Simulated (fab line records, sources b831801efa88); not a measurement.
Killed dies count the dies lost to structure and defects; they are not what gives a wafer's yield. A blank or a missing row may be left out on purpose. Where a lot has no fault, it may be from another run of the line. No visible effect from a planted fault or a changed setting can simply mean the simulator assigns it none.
Which of the tools did it? | flow gf180mcu | 6 lots with 18 wafers sampled at 2 steps, on a route of 602 steps

== WHAT EACH GAUGE READ, for each wafer ==
GF_NWELL_TW_MEAS_11.
lot  | measured    | on           | NWELL_TW
L883 | day 3 13:38 | filmMetro-04 | 1589 1587 1584
L887 | day 4 09:59 | filmMetro-04 | 1592 1590 1600
L889 | day 4 22:07 | filmMetro-04 | 1597 1591 1583
L891 | day 5 09:34 | filmMetro-04 | 1588 1597 1588
L898 | day 6 20:44 | filmMetro-03 | 1745 1729 1738 1738 1740 1741
L905 | day 8 20:54 | filmMetro-04 | 1577 1585 1578

== WHICH TOOL RAN EACH LOT (tool, then ch and the chambers of the sampled wafers, then the start) ==
lot  | GF_NWELL_IMPLANT_08
L883 | implanter-02 ch 0, day 3 13:14
L887 | implanter-02 ch 0, day 4 09:37
L889 | implanter-01 ch 0, day 4 21:43
L891 | implanter-01 ch 0, day 5 09:12
L898 | implanter-02 ch 0, day 6 20:20
L905 | implanter-01 ch 0, day 8 20:30
- GF_NWELL_IMPLANT_08

== THE ANSWER, worked out from the rows above alone ==
Rule: usual is defined by the lots themselves. Put in order of their means at a reading, lots are off if they are a third of the lots or fewer, leave a main group of 4 or more, and stand apart from it by a gap of 3 or more times the standard deviation of the main group's means; of several such gaps the widest counts. A main group whose means are all the same, to the digits that the tables above print for the reading, isn't used. Also off: a lot with no number at a reading for which 4 or more lots have one. The other lots that the step has rows for count as sound.
Off: L898, seen at GF_NWELL_TW_MEAS_11 (NWELL_TW). Main group: mean 1588, sd 4.8.
A tool fits if, at a process step before that reading, it ran every lot that is off, and no sound lot after the first of them. Those tools and the gauges at GF_NWELL_TW_MEAS_11 are tried in the same way. Can't be told from this: 2 tools fit, implanter-02 at GF_NWELL_IMPLANT_08, filmMetro-03 at GF_NWELL_TW_MEAS_11.

== WHAT HAD BEEN PUT IN BY THE SIMULATOR ==
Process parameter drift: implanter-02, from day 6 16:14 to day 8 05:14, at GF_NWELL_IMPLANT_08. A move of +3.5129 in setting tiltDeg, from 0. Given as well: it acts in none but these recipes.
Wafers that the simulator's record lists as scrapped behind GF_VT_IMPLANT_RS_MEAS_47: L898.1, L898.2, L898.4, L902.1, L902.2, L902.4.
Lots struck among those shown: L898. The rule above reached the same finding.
